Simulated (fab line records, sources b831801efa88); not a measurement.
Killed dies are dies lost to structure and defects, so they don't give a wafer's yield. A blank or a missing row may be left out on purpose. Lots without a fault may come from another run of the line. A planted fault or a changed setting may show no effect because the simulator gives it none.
Problem report in the 8D (eight disciplines) form, filled by code | flow sky130 | the parts of the form that need people (team, actions taken, sign-off) are left out

1. THE PROBLEM
strip_time_to_endpoint_s at SKY_METAL4_STRIP_19 reads a mean of 5.75 s on 6 wafers of 2 lots; wafers without a fault read 6.54 s with a standard deviation of 0.069. That is -11 standard deviations from the usual mean.
The step: strips in O2/N2.
First seen on wafer L553.2, day 46 01:27, on plasma_asher-01. The record holds 42 wafers of 14 lots with a number at this step. Rule for "out", or "out of limits": more than 4 standard deviations from the usual mean. The other wafers with a number count as sound.

2. WHAT IT IS AND WHAT IT IS NOT
question                    | is                                       | is not
which readings at this step | strip_time_to_endpoint_s, oes_product_au | drypump_motor_current_A
which lots                  | L553, L555                               | L539, L540, L541, L542, L543, L544, L545, L546, L557, L558, L560, L562
which wafers of those lots  | all that have a number                   | -
read on which tools         | plasma_asher-01, plasma_asher-03         | plasma_asher-02
when                        | from day 46 01:27                        | up to then (24 sound wafers); but 12 sound wafers of L557, L558, L560, L562 came after

3. SUSPECTS, AND WHAT RULES EACH OUT
Counting: a tool at a process step up to the reading stays a suspect if it ran every lot that is out and no sound lot after the first of them.
- litho_track-04 at SKY_METAL4_COAT_08 (resist thk 1140 nm): kept. It ran every lot that is out, first L553 (day 45 14:00), and no sound lot after that; its last sound lot up to then is L546 (day 43 11:00).
Left after counting: litho_track-04 at SKY_METAL4_COAT_08.

4. THE CAUSE (what the simulator had put in)
Process parameter drift: litho_track-04, from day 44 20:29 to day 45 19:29, at SKY_METAL4_COAT_08. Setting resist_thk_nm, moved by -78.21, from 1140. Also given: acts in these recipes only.
Counting left only this tool.

5. THE CHAIN OF EFFECTS, in route order
Each row: a reading whose mean over the struck wafers that have a number lies more than 3 standard deviations from the usual. Only readings for which the record gives a usual standard deviation are gone through. hours: the time from each lot's start at the first step in this table that gives one to its start at this step, as a median over the lots. sigmas: the change in usual standard deviations.
hours | step                | reading                  | usual      | on struck wafers | change | sigmas
0     | SKY_METAL4_STRIP_19 | oes_product_au           | 0.502 a.u. | 0.474            | -0.028 | -5.7
0     | SKY_METAL4_STRIP_19 | strip_time_to_endpoint_s | 6.54 s     | 5.75             | -0.79  | -11
The process steps in it:
- SKY_METAL4_STRIP_19: strips in O2/N2.

6. WHAT WOULD HAVE CAUGHT IT SOONER
In this record the first reading out of limits was taken at day 46 01:27, 29 hours after the fault began at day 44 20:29.
Of the tool readings at SKY_METAL4_COAT_08 for which the record gives a usual standard deviation, none was out on any struck wafer, so an alarm limit of 4 standard deviations on them would not have fired.
All the lots that are out (2) had begun SKY_METAL4_COAT_08 on litho_track-04 by day 46 01:27. A hold on the tool at that time would have spared none of them.
